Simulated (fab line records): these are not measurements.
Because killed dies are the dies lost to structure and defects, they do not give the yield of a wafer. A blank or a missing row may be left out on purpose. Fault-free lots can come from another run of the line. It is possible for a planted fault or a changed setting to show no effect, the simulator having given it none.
2 desks, one fault || flow gf180mcu || what lay behind the numbers comes last; until then each desk has only its own

METROLOGY DESK
What the gauges read, lot by lot, whatever tool the lot ran on: means of the sampled wafers that have a number. The brackets show how far a lot's mean lies from the usual mean; more than 4 standard deviations puts the lot out of limits, marked OUT.
Columns: A = M4_ALCU_RS at GF_M4_RS_MEAS_05, usual 0.0695 ohm/sq; B = V4_BOW at GF_V4_BOW_MEAS_05, usual 137 um
{"lot": "L165", "first seen here": "day 22 23:14", "A": 0.0688, "B": 139}
{"lot": "L166", "first seen here": "day 23 02:38", "A": 0.0701, "B": 132}
{"lot": "L167", "first seen here": "day 23 18:14", "A": 0.0690, "B": 143}
{"lot": "L168", "first seen here": "day 24 00:29", "A": 0.0698, "B": 147}
{"lot": "L170", "first seen here": "day 24 15:44", "A": 0.0700, "B": 133}
{"lot": "L171", "first seen here": "day 25 00:52", "A": 0.0693, "B": 126}
{"lot": "L175", "first seen here": "day 26 14:38", "A": 0.0690, "B": 144}
{"lot": "L177", "first seen here": "day 26 22:53", "A": 0.0698, "B": 135}
{"lot": "L179", "first seen here": "day 27 09:19", "A": 0.0702, "B": 131}
{"lot": "L181", "first seen here": "day 28 01:37", "A": 0.0698, "B": 125}
{"lot": "L183", "first seen here": "day 28 15:13", "A": 0.0697, "B": 155}
{"lot": "L184", "first seen here": "day 28 23:06", "A": 0.0691, "B": 129}
{"lot": "L186", "first seen here": "day 29 12:20", "A": 0.0699, "B": 134}
{"lot": "L187", "first seen here": "day 29 18:48", "A": 0.0684, "B": 124}
This desk's verdict: no lot among the 14 shows anything out of limits.

TOOL OWNER'S DESK, rieMetal-03
The tool's own readings at GF_M4_METAL_ETCH_16 (etches the open film in Cl2/BCl3, stops on SiO2, target depth 750.8 nm, time 125.1 s): means of the sampled wafers that have a number, for each lot that ran on this tool. The brackets show how far a lot's mean lies from the usual mean; more than 4 standard deviations puts the lot out of limits, marked OUT.
Columns: A = drypumpMotorCurrentA at GF_M4_METAL_ETCH_16, usual 6.0 A; B = oesProductAu at GF_M4_METAL_ETCH_16, usual 0.991 a.u.; C = throttleValvePct at GF_M4_METAL_ETCH_16, usual 28.229 %
{"lot": "L165", "first seen here": "day 23 21:13", "A": 5.9, "B": 0.993, "C": 28.218}
{"lot": "L167", "first seen here": "day 24 16:41", "A": 6.0, "B": 0.984, "C": 28.236}
{"lot": "L171", "first seen here": "day 25 21:51", "A": 5.9, "B": 0.984, "C": 28.232}
{"lot": "L175", "first seen here": "day 27 11:27", "A": 5.9, "B": "0.901 (-12) OUT", "C": "28.327 (+8.2) OUT"}
{"lot": "L179", "first seen here": "day 28 05:09", "A": 5.9, "B": "0.944 (-6.6) OUT", "C": "28.281 (+4.3) OUT"}
Finding of this desk: L175, L179 out of limits; the first was L175 at day 27 11:27, on oesProductAu at GF_M4_METAL_ETCH_16. Within limits: L165, L167, L171.

TAKEN TOGETHER
The tool owner's desk could have raised an alarm at day 27 11:27, on L175, L179.
Nothing out of limits was seen by the metrology desk.
The metrology desk holds a record of L175, L179, inside its limits.
The lots listed all ran GF_M4_METAL_ETCH_16 on rieMetal-03.

WHAT THE SIMULATOR HAD INSERTED
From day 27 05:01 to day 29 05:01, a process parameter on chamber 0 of rieMetal-03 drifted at GF_M4_METAL_ETCH_16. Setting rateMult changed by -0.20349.
Lots struck among those shown: L175, L179.
How many hours passed from the start of the fault until each desk's first out-of-limits reading: the tool owner's desk, 6.
